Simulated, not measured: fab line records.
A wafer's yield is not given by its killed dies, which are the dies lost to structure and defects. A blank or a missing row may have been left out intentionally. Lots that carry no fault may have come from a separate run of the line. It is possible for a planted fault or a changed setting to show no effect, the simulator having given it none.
Comparing a struck lot with a sound one + flow sfqLine + 31 out of 325 route steps
Sound: the wafers L767.1, L767.2, L767.5. Struck: wafer L771.5 (L771.2, L771.4, from the same lot, were not struck and are left out); the cause is given at the end.
Each step with rows lists, per side, the tool, then ch with its chambers, then its first start. Under that, the readings that differ: sound wafers + struck wafers + difference of the means + sigmas: that difference in standard deviations of wafers without a fault.
alike: words and numbers the same on both sides, and readings whose means are apart by under 2 such deviations; not compared: readings that were withheld, readings missing a value for some wafer, numbers with overlapping values and no deviation given by the record, and bounds like >300 which may hide the same value.
Wherever a step has rows on one side only, a row that says differs or no value, or a row with sigmas, the two part there. Numbers that don't overlap but have no deviation are shown without sigmas and don't part them. A reading missing from all wafers of one side parts the sides only when that side holds two or more wafers.

SFQ_INCOMING_BOW_MEAS_900:
  sound: filmMetro-03 at day 2 16:00; struck: filmMetro-02 at day 3 12:01
  alike: INCOMING_BOW
then, 1 step without rows for these wafers: SFQ_TRILAYER_INCOMING_OXIDATION_002 (target thk 500 nm, ox time 4939 s).
SFQ_TRILAYER_L0_DEP_SPUTTER_003: material MoNx KI, target thk 40 nm, time 100 s.
  sound: pvdSputter-04 at day 2 18:29; struck: pvdSputter-04 at day 3 14:29
| reading                                                 | sound            | struck | difference | sigmas |
|---------------------------------------------------------|------------------|--------|------------|--------|
| model.MoNx_KI_of_TRILAYER_L0_DEP_SPUTTER_003.thkNm (nm) | 40.07 40.38 40.3 | 26.48  | -13.77     |        |
  alike: basePressurePa, throttleValvePct
SFQ_L0_RS_MEAS_901: measurement is done with a four-point probe.
  sound: filmMetro-03 at day 2 18:34; struck: filmMetro-04 at day 3 14:52
| reading                | sound          | struck | difference | sigmas |
|------------------------|----------------|--------|------------|--------|
| L0_MONX_KI_RS (ohm/sq) | 43.5 43.2 43.3 | 65.7   | +22.4      | +43    |
  not compared: hold
SFQ_L0_THK_MEAS_902: measures by xrf.
  sound: filmMetro-03 at day 2 18:41; struck: filmMetro-04 at day 3 17:40
| reading             | sound          | struck | difference | sigmas |
|---------------------|----------------|--------|------------|--------|
| L0_MONX_KI_THK (nm) | 38.7 39.0 39.1 | 25.8   | -13.1      | -25    |
  not compared: hold
then, 6 steps without rows for these wafers: SFQ_TRILAYER_L0_LITHO_COAT_005 (resist thk 600 nm); SFQ_TRILAYER_L0_LITHO_SOFTBAKE_009; SFQ_TRILAYER_L0_LITHO_EXPOSE_006 (exposes mask L0, target cd 2000 nm); SFQ_TRILAYER_L0_LITHO_PEB_008 (peb time 60 s); SFQ_TRILAYER_L0_LITHO_DEVELOP_007 (time 60 s); SFQ_TRILAYER_L0_BARC_OPEN_METAL_ETCH_010 (etches BARC in O2, target depth 125 nm, time 41.7 s).
SFQ_TRILAYER_L0_ETCH_METAL_ETCH_008: etches MoNx KI in SF6/O2, stops on SiO2, target depth 50 nm, time 25 s.
  sound on rieMetal-04 ch 0,1, day 3 08:29; struck on rieMetal-01 ch 1, day 4 02:29
| reading             | sound             | struck | difference | sigmas |
|---------------------|-------------------|--------|------------|--------|
| oesProductAu (a.u.) | 0.867 0.882 0.880 | 0.697  | -0.179     | -23    |
  alike: drypumpMotorCurrentA
  not compared: rfHoursCounterH
SFQ_TRILAYER_L0_STRIP_STRIP_009: strips in O2.
  sound on rieMetal-04 ch 0,1, day 3 08:31; struck on rieMetal-01 ch 1, day 4 02:31
  alike: drypumpMotorCurrentA, oesProductAu
  not compared: rfHoursCounterH
then, 1 step without rows for these wafers: SFQ_TRILAYER_L0_STRIP_SOLV_CLEAN_010 (cleans in NMP, time 600 s).
SFQ_TRILAYER_L0_CAP_PECVD_011: deposits SiO2 from SiH4/N2O, time 13.333 s, target thk 60 nm.
  sound on pecvd-02 ch 0,1,2, day 3 09:18; struck on pecvd-02 ch 2, day 4 03:18
  alike: heaterPowerW, susceptorTempC, throttleValvePct
then, 6 steps without rows for these wafers: SFQ_TRILAYER_L0_VIA_LITHO_COAT_018 (resist thk 62 nm); SFQ_TRILAYER_L0_VIA_LITHO_COAT_013 (resist thk 650 nm); SFQ_TRILAYER_L0_VIA_LITHO_SOFTBAKE_017; SFQ_TRILAYER_L0_VIA_LITHO_EXPOSE_014 (exposes mask L0V, target cd 700 nm); SFQ_TRILAYER_L0_VIA_LITHO_PEB_016 (peb time 60 s); SFQ_TRILAYER_L0_VIA_LITHO_DEVELOP_015 (time 60 s).
-- the record jumps here: 3 days lie between the struck wafers' starts before and after --
SFQ_L0V_OVL_MEAS_903:
  sound: overlay-01 at day 6 08:43; struck: overlay-02 at day 7 08:15
  alike: L0V_OVL
SFQ_TRILAYER_L0_VIA_BARC_OPEN_VIA_ETCH_021: etches BARC in O2, target depth 125 nm, time 41.7 s.
  sound on rieDiel-02 ch 0,2,3, day 6 08:46; struck on rieDiel-03 ch 3, day 7 08:17
  alike: drypumpMotorCurrentA, oesProductAu
  not compared: rfHoursCounterH
SFQ_TRILAYER_L0_VIA_ETCH_VIA_ETCH_016: etches SiO2 in CHF3, stops on MoNx KI, target depth 80 nm.
  sound on rieDiel-02 ch 0,2,3, day 6 08:48; struck on rieDiel-03 ch 3, day 7 08:19
  alike: drypumpMotorCurrentA, oesProductAu
then, 3 steps without rows for these wafers: SFQ_TRILAYER_L0_VIA_STRIP_STRIP_017 (strips in O2); SFQ_TRILAYER_L0_VIA_STRIP_SOLV_CLEAN_018 (cleans in NMP, time 600 s); SFQ_TRILAYER_M0_DEP_PRE_CLEAN_020 (time 15 s).
SFQ_TRILAYER_M0_DEP_SPUTTER_019: material Nb, target thk 200 nm, time 133.3 s.
  sound: pvdSputter-03 at day 6 09:40; struck: pvdSputter-04 at day 7 09:11
  alike: basePressurePa, substrateTempC, throttleValvePct
SFQ_M0_RS_MEAS_904: measurement is done with a four-point probe.
  sound: filmMetro-03 at day 6 09:45; struck: filmMetro-02 at day 7 09:18
  alike: M0_NB_RS
then, 1 step without rows for these wafers: SFQ_TRILAYER_M0_LITHO_COAT_026 (resist thk 62 nm).
-- the record jumps here: 72 days lie between the struck wafers' starts before and after --
SFQ_M8_BOW_MEAS_951:
  sound: filmMetro-02 at day 76 15:58; struck: filmMetro-02 at day 79 04:01
| reading                 | sound             | struck | difference | sigmas |
|-------------------------|-------------------|--------|------------|--------|
| model.etest.l0v.linkOhm | 44.36 44.02 44.11 | 66.66  | +22.50     |        |
| model.etest.l0.ohmSq    | 43.44 43.11 43.19 | 65.73  | +22.48     |        |
| model.etest.l0.ohmUm    | 21.72 21.55 21.58 | 32.85  | +11.23     |        |
  alike: M8_BOW

## WHERE THEY PART
First at SFQ_L0_RS_MEAS_901; last, within this record, at SFQ_TRILAYER_L0_ETCH_METAL_ETCH_008. Later steps at which nothing parts them and some readings are alike: SFQ_TRILAYER_L0_STRIP_STRIP_009, SFQ_TRILAYER_L0_CAP_PECVD_011, SFQ_L0V_OVL_MEAS_903, SFQ_TRILAYER_L0_VIA_BARC_OPEN_VIA_ETCH_021, SFQ_TRILAYER_L0_VIA_ETCH_VIA_ETCH_016, SFQ_TRILAYER_M0_DEP_SPUTTER_019, SFQ_M0_RS_MEAS_904, SFQ_M8_BOW_MEAS_951.

WHY: whatever the simulator had introduced
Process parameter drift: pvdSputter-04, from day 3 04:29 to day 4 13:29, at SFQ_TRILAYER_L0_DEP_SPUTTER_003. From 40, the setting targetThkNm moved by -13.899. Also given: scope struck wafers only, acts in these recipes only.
